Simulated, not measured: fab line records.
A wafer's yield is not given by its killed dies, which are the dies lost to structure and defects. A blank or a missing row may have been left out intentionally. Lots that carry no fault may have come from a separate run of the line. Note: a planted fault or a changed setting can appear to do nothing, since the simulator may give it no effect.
fab line records	flow sky130
record: lots: 7	wafers: 21	last-day: 49
route steps=708 shown VIA2@509 PAD_OPEN@708
lots with no fault: from the same line, run without faults
start-h: start of the lot's first displayed wafer, in hours after the record's first day	wait-h: hours since the lot's step before	" repeats the value in the row above	L1.1+2: a single row standing in for several wafers	- either no value or no given start	* or withheld: withheld	< > ~ a bound
route shown NAME@n: NAME is a module with steps in the file, n the number in the route of the first one	usual: mean and standard deviation over wafers with no fault	same: alike in all rows	chamber/n: place in a boat	sites: each site's reading	_std_site: the standard deviation of these	_edge_site: the outer-site mean with the inner-site mean subtracted	radius-mm: for every site, how far away it sits from the centre of the wafer	mask NAME#n: copy n	behind: the most recent tool/chamber to have shaped the wafer	hold: what put the lot on hold/how long, in hours/how the hold closed	device: whichever transistor did not switch (one of n, p or np)	end of line: the same wafers' tests at the end of the route	a step without rows: its recipe alone	killed: not the wafer's yield, but the dies lost to structure and defects at the first sort	map: shows each die of a wafer: x if killed, . if not, _ if none is there
set.NAME: the setting as run; set.NAME@STEP: as run at that earlier step	model.NAME: the simulator's own value behind a step, which no gauge read
lots at selected steps of the route; one table per step, one row per wafer
services: the hour from which a tool's chamber was out of use, counted from the record's first day as start-h (under 0 if before that day), plus the number of hours and why
== steps ==
step: SKY_VIA2_CMP_02
recipe: material: SiO2	down-force-psi: 4	platen-rpm: 60	pad-velocity-m-s: 0.94248
usual: motor-current-A: 11.3/1.3
lot.wafer	tool	chamber	start-h	wait-h	motor-current-A
L338.1	cmp-02	2	835.62	0.1	10.6
L338.2	"	3	"	"	13.0
L338.6	"	0	"	"	8.8
L342.1	cmp-02	0	860.34	0.1	9.6
L342.6	"	0	"	"	9.7
L342.5	"	1	"	"	10.7
L343.4	cmp-01	3	869.28	0.1	12.7
L343.3	"	1	"	"	12.0
L343.6	"	2	"	"	12.2
L344.2	cmp-02	2	877.84	0.1	9.9
L344.5	"	1	"	"	10.5
L344.6	"	2	"	"	10.1
L349.2	cmp-01	2	915.16	0.3	11.9
L349.6	"	1	"	"	13.1
L349.5	"	2	"	"	12.5
L352.1	cmp-02	0	937.83	0.1	9.4
L352.2	"	1	"	"	10.6
L352.3	"	2	"	"	10.7
L356.1	cmp-02	0	961.95	0.1	9.5
L356.4	"	2	"	"	10.3
L356.6	"	0	"	"	9.1
step: SKY_VIA2_BOW_MEAS_03
recipe: mode: bow
usual: VIA2_BOW: 87/7.2
lot.wafer	tool	chamber	start-h	wait-h	VIA2_BOW[um]
L338.1	film-metro-01	-	835.82	0.1	84
L338.2	"	-	"	"	90
L338.6	"	-	"	"	97
L342.1	film-metro-01	-	860.64	0.2	89
L342.5	"	-	"	"	83
L342.6	"	-	"	"	86
L343.3	film-metro-04	-	869.57	0.1	86
L343.4	"	-	"	"	81
L343.6	"	-	"	"	83
L344.2	film-metro-02	-	878.11	0.2	80
L344.5	"	-	"	"	84
L344.6	"	-	"	"	78
L349.2	film-metro-01	-	915.43	0.2	86
L349.5	"	-	"	"	96
L349.6	"	-	"	"	87
L352.1	film-metro-02	-	938.13	0.2	93
L352.2	"	-	"	"	87
L352.3	"	-	"	"	86
L356.1	film-metro-04	-	962.25	0.2	97
L356.4	"	-	"	"	94
L356.6	"	-	"	"	90
step: SKY_VIA2_DEHYDRATE_04
recipe: temp-c: 200	time-s: 60
step: SKY_VIA2_HMDS_05
recipe: prime-time-s: 60	prime-temp-c: 120
step: SKY_VIA2_COAT_06
recipe: resist: BARC	temp-c: withheld	time-s: withheld	spin-rpm: 3000	resist-thk-nm: 60
step: SKY_VIA2_COAT_07
recipe: resist: KrF-thick	spin-rpm: 3000	resist-thk-nm: 450
step: SKY_VIA2_SOFTBAKE_08
recipe: temp-c: 100	time-s: 90	resist: KrF-thick
step: SKY_VIA2_EXPOSE_09
recipe: mask-id: VIM2	na: 0.8	source-shape: annular	sigma-inner: 0.55	sigma-outer: 0.85	target-cd-nm: 200	dose-mj: 38
step: SKY_VIA2_PEB_10
recipe: peb-temp-c: withheld	peb-time-s: withheld	resist: KrF-thick
step: SKY_VIA2_DEVELOP_11
recipe: develop-time-s: 60	resist: KrF-thick	dev-temp-c: 21
step: SKY_VIA2_CD_MEAS_12
recipe: target-cd-nm: 200
usual: cd-nm: 200.4/1.8
lot.wafer	tool	chamber	start-h	wait-h	cd-nm
L338.1	cd-sem-01	-	862.09	-	201.7
L338.2	"	-	"	"	200.9
L338.6	"	-	"	"	200.9
L342.1	cd-sem-01	-	886.84	-	203.8
L342.5	"	-	"	"	202.2
L342.6	"	-	"	"	203.9
L343.3	cd-sem-02	-	896.02	-	200.5
L343.4	"	-	"	"	201.0
L343.6	"	-	"	"	199.4
L344.2	cd-sem-01	-	903.49	-	201.9
L344.5	"	-	"	"	201.1
L344.6	"	-	"	"	201.6
L349.2	cd-sem-01	-	939.60	-	199.3
L349.5	"	-	"	"	200.0
L349.6	"	-	"	"	200.8
L352.1	cd-sem-02	-	962.24	-	199.5
L352.2	"	-	"	"	198.2
L352.3	"	-	"	"	199.1
L356.1	cd-sem-01	-	986.87	-	200.1
L356.4	"	-	"	"	200.6
L356.6	"	-	"	"	200.7
step: SKY_VIA2_OVL_MEAS_13
usual: VIA2_OVL: 3/5.2
lot.wafer	tool	chamber	start-h	wait-h	VIA2_OVL[nm]
L338.1	overlay-01	-	862.21	0.1	10
L338.2	"	-	"	"	0
L338.6	"	-	"	"	7
L342.1	overlay-02	-	886.96	0.1	-2
L342.5	"	-	"	"	-3
L342.6	"	-	"	"	4
L343.3	overlay-02	-	896.11	0.1	-3
L343.4	"	-	"	"	2
L343.6	"	-	"	"	-3
L344.2	overlay-02	-	903.59	0.1	-5
L344.5	"	-	"	"	1
L344.6	"	-	"	"	3
L349.2	overlay-01	-	939.71	0.1	1
L349.5	"	-	"	"	9
L349.6	"	-	"	"	-4
L352.1	overlay-02	-	962.36	0.1	4
L352.2	"	-	"	"	-12
L352.3	"	-	"	"	1
L356.1	overlay-01	-	986.99	0.1	3
L356.4	"	-	"	"	12
L356.6	"	-	"	"	5
step: SKY_VIA2_ETCH_14
recipe: chemistry: N2/H2	target: BARC	ion-energy-ev: 200	source-w: 500	bias-w: 100	pressure-mtorr: 30	n2-flow-sccm: 100	h2-flow-sccm: 200	stop-on: SiO2	time-s: 45.9	target-depth-a: 600
usual: drypump-motor-current-A: 5.7/0.37	h2-flow-sccm: 200.0/0.67	oes-product-au: 0.854/0.0045	run-length-s: 74.4/0.45	throttle-valve-pct: 13.224/0.0096
lot.wafer	tool	chamber	start-h	wait-h	drypump-motor-current-A	h2-flow-sccm	oes-product-au	rf-hours-counter-h	run-length-s	throttle-valve-pct	model.KrF-thick_of_VIA2_COAT_07.thk-nm
L338.1	rie-diel-02	1	862.24	0.0	5.5	200.5	0.852	20	73.5	13.240	392.7
L338.2	"	3	"	"	5.7	199.2	0.857	20	74.8	13.225	391.8
L338.6	"	0	"	"	6.7	199.8	0.852	-	74.5	13.232	393.8
L342.1	rie-diel-02	0	886.99	0.0	6.6	199.3	0.854	6	74.2	13.231	392.7
L342.5	"	0	"	"	6.6	200.7	0.981	-	66.3	13.243	400.2
L342.6	"	3	"	"	5.7	201.4	1.016	-	66.3	13.234	399.4
L343.3	rie-diel-02	1	896.13	0.0	5.5	200.2	1.002	0	65.1	13.253	402.8
L343.4	"	2	"	"	5.6	200.6	0.850	-	75.0	13.247	393.9
L343.6	"	3	"	"	5.7	200.2	1.009	-	65.9	13.210	402.1
L344.2	rie-diel-02	1	903.62	0.0	5.5	200.1	0.857	0	73.4	13.237	395
L344.5	"	2	"	"	5.6	200.7	0.980	-	66.1	13.242	403
L344.6	"	3	"	"	5.7	200.1	0.996	-	66.3	13.252	402.2
L349.2	rie-diel-03	0	939.74	0.0	5.3	199.3	0.856	4	74.4	13.230	393.8
L349.5	"	1	"	"	6.2	199.9	0.850	-	73.9	13.223	393.5
L349.6	"	2	"	"	5.8	200.1	0.853	-	74.1	13.215	393.7
L352.1	rie-diel-03	1	962.39	0.0	6.2	201.4	0.854	20	73.9	13.220	393.8
L352.2	"	2	"	"	5.8	200.0	0.854	6	74.0	13.209	393.1
L352.3	"	3	"	"	5.4	199.8	0.851	4	74.9	13.215	393.4
L356.1	rie-diel-02	2	987.02	0.0	5.6	200.0	0.855	15	74.8	13.235	393.2
L356.4	"	3	"	"	5.7	199.7	0.857	1	74.8	13.226	392.9
L356.6	"	1	"	"	5.5	200.2	0.849	-	73.6	13.224	392.9
step: SKY_VIA2_ETCH_15
recipe: target: SiO2	chemistry: C4F8/O2/Ar	target-depth-nm: 546	stop-on: TiN	mask-material: KrF-thick	source-w: 1500	bias-w: 1200	pressure-mtorr: 40	c4f8-flow-sccm: withheld	O2_flow_sccm: 6	Ar_flow_sccm: 300	time-s: 84
usual: oes-product-au: 0.939/0.0053	run-length-s: 112.5/0.49
lot.wafer	tool	chamber	start-h	wait-h	oes-product-au	rf-hours-counter-h	run-length-s	model.KrF-thick_of_VIA2_COAT_07.thk-nm
L338.1	rie-diel-02	1	862.28	0.0	0.936	20	111.7	280.6
L338.2	"	3	"	"	0.929	20	112.6	280.3
L338.6	"	0	"	"	0.948	-	112.9	287.6
L342.1	rie-diel-02	0	887.03	0.0	0.943	6	112.2	286
L342.5	"	0	"	"	0.865	-	112.2	293.2
L342.6	"	3	"	"	0.932	-	112.7	288.3
L343.3	rie-diel-02	1	896.18	0.0	0.944	0	111.7	296.3
L343.4	"	2	"	"	0.941	-	112.8	287.8
L343.6	"	3	"	"	0.935	-	112.8	291.4
L344.2	rie-diel-02	1	903.66	0.0	0.939	0	111.8	285.5
L344.5	"	2	"	"	0.870	-	112.9	297.6
L344.6	"	3	"	"	0.939	-	113.2	292.4
L349.2	rie-diel-03	0	939.78	0.0	0.935	4	112.2	283.1
L349.5	"	1	"	"	0.931	-	112.1	286.4
L349.6	"	2	"	"	0.943	-	112.3	282.7
L352.1	rie-diel-03	1	962.43	0.0	0.944	20	112.3	286.7
L352.2	"	2	"	"	0.942	6	112.2	283.2
L352.3	"	3	"	"	0.943	4	112.9	284.5
L356.1	rie-diel-02	2	987.06	0.0	0.931	15	112.7	285.5
L356.4	"	3	"	"	0.945	1	112.6	284.2
L356.6	"	1	"	"	0.942	-	111.6	282.7
step: SKY_VIA2_STRIP_16
recipe: chemistry: O2/N2	power-w: 1400	pressure-mtorr: 1500	platen-temp-c: withheld	o2-flow-sccm: 3000	n2-flow-sccm: 300	overash-fraction: 0.5
usual: drypump-motor-current-A: 5.4/0.45	oes-product-au: 0.399/0.0047	strip-time-to-endpoint-s: 4.06/0.03
lot.wafer	tool	chamber	start-h	wait-h	drypump-motor-current-A	oes-product-au	rf-hours-counter-h	strip-time-to-endpoint-s
L338.1	plasma-asher-01	1	862.35	0.0	5.6	0.396	72	4.01
L338.2	"	0	"	"	4.9	0.403	72	4.02
L338.6	"	1	"	"	5.6	0.407	-	4.08
L342.1	plasma-asher-01	0	887.10	0.0	4.9	0.407	74	4.07
L342.5	"	1	"	"	5.5	0.404	-	4.15
L342.6	"	0	"	"	4.9	0.406	-	4.08
L343.3	plasma-asher-04	1	896.27	0.1	5.4	0.404	-	4.20
L343.4	"	0	"	"	5.0	0.398	-	4.09
L343.6	"	1	"	"	5.4	0.407	-	4.13
L344.2	plasma-asher-01	1	903.73	0.0	5.5	0.396	76	4.07
L344.5	"	1	"	"	5.6	0.410	-	4.19
L344.6	"	0	"	"	4.9	0.403	-	4.14
L349.2	plasma-asher-04	0	939.84	0.0	5.0	0.396	50	4.03
L349.5	"	1	"	"	5.4	0.405	-	4.06
L349.6	"	0	"	"	5.0	0.393	-	4.05
L352.1	plasma-asher-01	0	962.50	0.0	4.9	0.403	83	4.09
L352.2	"	1	"	"	5.6	0.398	83	4.04
L352.3	"	1	"	"	5.6	0.411	-	4.06
L356.1	plasma-asher-04	1	987.13	0.0	5.5	0.403	56	4.08
L356.4	"	1	"	"	5.4	0.394	-	4.06
L356.6	"	1	"	"	5.5	0.403	-	4.04
step: SKY_VIA2_STRIP_17
recipe: chemistry: post-etch-residue-remover	time-s: 1200	temp-c: 72.5
step: SKY_PAD_OPEN_PROBE_99
lot.wafer	tool	chamber	start-h	wait-h	model.etest.via2-chain.rc-ohm
L338.1	prober-01	-	1087.89	0.1	9.4
L338.2	prober-01	-	1087.94	0.1	9.928
L338.6	prober-01	-	1088.14	0.2	9.387
L342.1	prober-01	-	1108.38	0.1	9.305
L342.5	prober-01	-	1108.58	0.2	13.37
L342.6	prober-01	-	1108.63	0.2	9.44
L343.3	prober-02	-	1117.58	0.2	10.54
L343.4	prober-02	-	1117.63	0.2	9.657
L343.6	prober-02	-	1117.73	0.2	9.722
L344.2	prober-01	-	1120.86	0.1	9.886
L344.5	prober-01	-	1121.01	0.2	13.25
L344.6	prober-01	-	1121.06	0.2	10.1
L349.2	prober-02	-	1149.35	0.1	10.12
L349.5	prober-02	-	1149.50	0.2	8.911
L349.6	prober-02	-	1149.55	0.2	9.821
L352.1	prober-01	-	1164.24	0.1	8.86
L352.2	prober-01	-	1164.29	0.1	9.711
L352.3	prober-01	-	1164.34	0.2	10.04
L356.1	prober-02	-	1181.75	0.1	9.771
L356.4	prober-02	-	1181.90	0.2	10.73
L356.6	prober-02	-	1182.00	0.2	10.08
killed by level:class
L338.1 METAL2:geometric-particle:short=13 VIA2:geometric-particle:open=9 CONTACT:geometric-particle:open=8 VIA1:geometric-particle:open=8 CONTACT:geometric-particle:short=7 METAL1:geometric-particle:short=5 VIA3:geometric-particle:open=5 LI_CONTACT:geometric-particle:open=4
L338.2 VIA1:geometric-particle:open=11 LI_CONTACT:geometric-particle:open=9 VIA2:geometric-particle:open=9 CONTACT:geometric-particle:open=7 METAL1:geometric-particle:short=6 CONTACT:geometric-particle:short=5 METAL4:geometric-particle:short=5 LOCAL_INTERCONNECT:geometric-particle:short=4
L338.6 VIA1:geometric-particle:open=15 METAL1:geometric-particle:short=9 METAL2:geometric-particle:short=8 CONTACT:geometric-particle:short=7 CONTACT:geometric-particle:open=7 VIA3:geometric-particle:open=7 LI_CONTACT:geometric-particle:open=6 FIELD_ISO:geometric-particle:open=5
L349.2 METAL1:geometric-particle:short=14 CONTACT:geometric-particle:open=13 VIA1:geometric-particle:open=10 LI_CONTACT:geometric-particle:open=6 FIELD_ISO:geometric-particle:short=4 FIELD_ISO:geometric-particle:open=4 POLY_GATE:geometric-particle:short=4 LI_CONTACT:geometric-particle:short=4
L349.5 LI_CONTACT:geometric-particle:open=12 CONTACT:geometric-particle:open=10 VIA1:geometric-particle:open=9 VIA3:geometric-particle:open=6 FIELD_ISO:geometric-particle:short=5 CONTACT:geometric-particle:short=5 POLY_GATE:geometric-particle:short=4 LOCAL_INTERCONNECT:geometric-particle:short=4
L349.6 VIA1:geometric-particle:open=9 LI_CONTACT:geometric-particle:open=6 CONTACT:geometric-particle:open=5 VIA2:geometric-particle:open=5 FIELD_ISO:geometric-particle:short=4 POLY_GATE:geometric-particle:open=4 LI_CONTACT:geometric-particle:short=4 METAL4:geometric-particle:short=4
L352.1 VIA1:geometric-particle:open=11 POLY_GATE:geometric-particle:open=7 FIELD_ISO:geometric-particle:open=6 VIA1:geometric-particle:short=6 VIA3:geometric-particle:short=5 METAL1:geometric-particle:short=5 VIA3:geometric-particle:open=5 LI_CONTACT:geometric-particle:open=4
L352.2 VIA1:geometric-particle:open=9 VIA2:geometric-particle:open=7 METAL2:geometric-particle:short=6 LI_CONTACT:geometric-particle:open=6 CONTACT:geometric-particle:open=6 METAL1:geometric-particle:short=6 LOCAL_INTERCONNECT:geometric-particle:short=5 VIA3:geometric-particle:open=5
L352.3 VIA1:geometric-particle:open=10 CONTACT:geometric-particle:open=9 VIA2:geometric-particle:open=6 LI_CONTACT:geometric-particle:open=5 VIA2:geometric-particle:short=5 FIELD_ISO:geometric-particle:short=4 VIA1:geometric-particle:short=4 POLY_GATE:geometric-particle:short=3
L356.1 VIA1:geometric-particle:open=12 CONTACT:geometric-particle:open=10 FIELD_ISO:geometric-particle:open=8 LI_CONTACT:geometric-particle:open=6 METAL2:geometric-particle:short=5 VIA1:geometric-particle:short=5 VIA2:geometric-particle:open=5 LI_CONTACT:geometric-particle:short=4
L356.4 VIA1:geometric-particle:open=14 POLY_GATE:geometric-particle:open=7 VIA3:geometric-particle:open=7 CONTACT:geometric-particle:short=6 LI_CONTACT:geometric-particle:open=5 CONTACT:geometric-particle:open=5 LOCAL_INTERCONNECT:geometric-particle:short=3 METAL2:geometric-particle:short=3
L356.6 LI_CONTACT:geometric-particle:open=9 VIA2:geometric-particle:open=9 VIA1:geometric-particle:open=8 VIA1:geometric-particle:short=7 FIELD_ISO:geometric-particle:short=5 LOCAL_INTERCONNECT:geometric-particle:short=4 CONTACT:geometric-particle:open=4 CONTACT:geometric-particle:short=4
== services ==
tool	chamber	start-h	hours	kind
rie-diel-02	0	868.93	6.9	repair
rie-diel-02	1	875.82	-	clean
rie-diel-02	1	875.82	16.6	scheduled-down
rie-diel-02	1	875.82	16.6	vent-cycle
cmp-01	-	884.75	2.9	repair
rie-diel-02	0	889.45	15.2	repair
cmp-02	-	897.51	2.3	repair
rie-diel-03	-	903.10	2.4	repair
rie-diel-02	1	912.12	11.6	repair
cmp-02	-	912.15	4.0	pm
cmp-02	-	913.13	3.7	repair
cmp-02	-	916.15	-	consumable-replace:conditioner
cmp-02	-	916.15	-	consumable-replace:pad
cmp-02	-	921.65	0.5	repair
rie-diel-02	3	923.77	-	clean
rie-diel-02	3	923.77	18.8	scheduled-down
rie-diel-02	3	923.77	18.8	vent-cycle
rie-diel-02	1	934.96	5.9	repair
plasma-asher-04	-	955.50	0.5	repair
cmp-02	-	957.01	2.2	repair
rie-diel-03	3	964.97	1.3	repair
cmp-01	-	971.55	4.0	repair
rie-diel-03	1	980.45	2.1	repair
== key ==
first-sign: step: SKY_VIA2_ETCH_14	reading: oes-product-au	direction: up	sigmas: 32	usual: 0.854	struck: 0.997
effect: step: SKY_VIA2_ETCH_14	reading: run-length-s	direction: down	sigmas: 19	usual: *	struck: *
effect: step: SKY_VIA2_ETCH_15	reading: oes-product-au	direction: down	sigmas: 4.6	usual: 0.939	struck: 0.914	wafers-moved: 2
effect: step: SKY_VIA2_STRIP_16	reading: strip-time-to-endpoint-s	direction: up	sigmas: 3	usual: *	struck: *
model-effect: step: SKY_VIA2_ETCH_14	value: KrF-thick_of_VIA2_COAT_07.thk-nm	without: 393.6	struck: 401.6
model-effect: step: SKY_VIA2_ETCH_15	value: KrF-thick_of_VIA2_COAT_07.thk-nm	without: 285.2	struck: 293.2
model-effect: step: SKY_PAD_OPEN_PROBE_99	value: etest.via2-chain.rc-ohm	without: 9.69	struck: 11.07
met-at SKY_VIA2_ETCH_14
struck-wafers L342.5,L342.6,L343.3,L343.6,L344.5,L344.6
sort-left-out L342.5,L342.6,L343.3,L343.6,L344.5,L344.6
onset-between 862.24 886.99
fault: kind: process-parameter-drift	tool: rie-diel-02	chamber: -	onset-h: 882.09	steps: SKY_VIA2_ETCH_14	channel: time-s	offset: *	shape: step	end-h: 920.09	scope: struck-wafers-only	acts-in: *	stated: *
sort-left-out: the simulated sort isn't trusted on such a fault, so these wafers' sort isn't shown, and their yield isn't known
